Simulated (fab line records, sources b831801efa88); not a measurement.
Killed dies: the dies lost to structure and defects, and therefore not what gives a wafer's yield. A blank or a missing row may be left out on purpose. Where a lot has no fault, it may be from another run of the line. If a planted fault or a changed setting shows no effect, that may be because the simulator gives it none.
Comparing a struck lot with a sound one :: flow sky130 :: 16 out of 708 route steps
Sound: the wafers L212.1, L212.3, L212.6. Struck: wafers L216.3, L216.4, L216.6. Last of all comes the cause.
Each step with rows lists, per side, the tool, then ch with its chambers, then its first start. Under that, the readings that differ: sound wafers :: struck wafers :: difference of the means :: sigmas: that difference in standard deviations of wafers without a fault.
alike: same words and numbers on both sides, and readings whose means sit less than 2 such deviations apart. not compared: any withheld reading, any reading some wafer has no value for, any bound like >300 that may hide the same value, and any number with overlapping values for which the record gives no deviation.
Wherever a step has rows on one side only, a row that says differs or no value, or a row with sigmas, the two part there. Numbers that don't overlap but have no deviation are shown without sigmas and don't part them. A reading missing from all wafers of one side parts the sides only when that side holds two or more wafers.

SKY_GATE_OXIDE_TW_MEAS_14:
  struck on film-metro-02, day 15 18:48; sound on film-metro-02, day 14 09:00
  alike: GATE_OXIDE_TW
then, 3 steps without rows for these wafers: SKY_GATE_OXIDE_CLEAN_15 (cleans in SC1/SC2, time 150 s); SKY_GATE_OXIDE_OXIDATION_16 (stabilise 600 s, purge 300 s, target thk 3.57 nm); SKY_POLY_GATE_CVD_00 (deposits poly-Si, target thk 180 nm, time 720 s).
SKY_POLY_GATE_THK_MEAS_01:
  struck on film-metro-04, day 15 21:38; sound on film-metro-02, day 14 12:22
  alike: POLY_GATE_CVD_00_THK
then, 7 steps without rows for these wafers: SKY_RES_PROTECT_DEHYDRATE_00 (time 60 s); SKY_RES_PROTECT_HMDS_01 (prime time 60 s); SKY_RES_PROTECT_COAT_02 (resist thk 1140 nm); SKY_RES_PROTECT_SOFTBAKE_03 (time 60 s); SKY_RES_PROTECT_EXPOSE_04 (exposes mask RPM, target cd 1270 nm); SKY_RES_PROTECT_PEB_05; SKY_RES_PROTECT_DEVELOP_06 (develop time 60 s).
SKY_POLY_GATE_IMPLANT_02:
  sound on implanter-02 ch 0, day 15 15:34; struck on implanter-01 ch 0, day 17 01:25
reading: beam-on-s (s)
sound: 34.9 36.6 35.8
struck: 51.0 51.0 50.9
difference: +15.2
sigmas: +16

reading: dose-ions-cm2
sound: 7.691e+15 7.692e+15 7.696e+15
struck: 1.131e+16 1.1308e+16 1.1307e+16
difference: +3.615e+15
sigmas: +99 or more
  alike: end-station-pressure-torr
SKY_RES_PROTECT_STRIP_07: strips in O2/N2.
  sound on plasma-asher-03 ch 0,1, day 15 15:43; struck on plasma-asher-01 ch 0,1, day 17 01:32
reading: oes-product-au (a.u.)
sound: 0.517 0.511 0.518
struck: 0.503 0.500 0.500
difference: -0.014
sigmas: -3

reading: strip-time-to-endpoint-s (s)
sound: 23.22 23.23 23.27
struck: 24.79 24.73 24.73
difference: +1.51
sigmas: +38
  alike: drypump-motor-current-A
  not compared: rf-hours-counter-h
SKY_RES_PROTECT_TW_MEAS_08:
  struck on film-metro-01, day 17 01:38; sound on film-metro-03, day 15 15:49
  alike: POLY_GATE_TW
-- record jumps: 30 days separate the struck wafers' starts on either side; left off in module RES_PROTECT, taken up again in module PAD_OPEN, whose first shown step is the route's number 708 --
SKY_PAD_OPEN_PROBE_99:
  struck on prober-01, day 47 04:08; sound on prober-02, day 46 00:40
reading: killed-at-front-end
sound: 8 11 11
struck: 20 20 18
difference: +9
sigmas: +2

reading: model.etest.res-poly.line-ohm-um
sound: 540.4 524.1 521.2
struck: 436.4 424.5 419.1
difference: -101.9
sigmas: 

reading: model.etest.licon-poly.rc-ohm
sound: 158.5 154.5 154.4
struck: 116.2 113.5 113.1
difference: -41.5
sigmas: 

reading: model.etest.res-poly.rs-ohm-sq
sound: 50.03 48.7 48.58
struck: 39.26 39.91 39.65
difference: -9.50
sigmas: 
  alike: killed_at_M0_to_M3, killed_at_M4_up, killed-at-contacts, killed-at-other, killed-dies, killed-open, killed-short

== WHERE THEY PART ==
First at SKY_POLY_GATE_IMPLANT_02; last, within this record, at SKY_PAD_OPEN_PROBE_99.

WHY: whatever the simulator had introduced
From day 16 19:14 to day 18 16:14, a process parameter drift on implanter-01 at SKY_POLY_GATE_IMPLANT_02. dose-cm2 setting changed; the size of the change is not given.
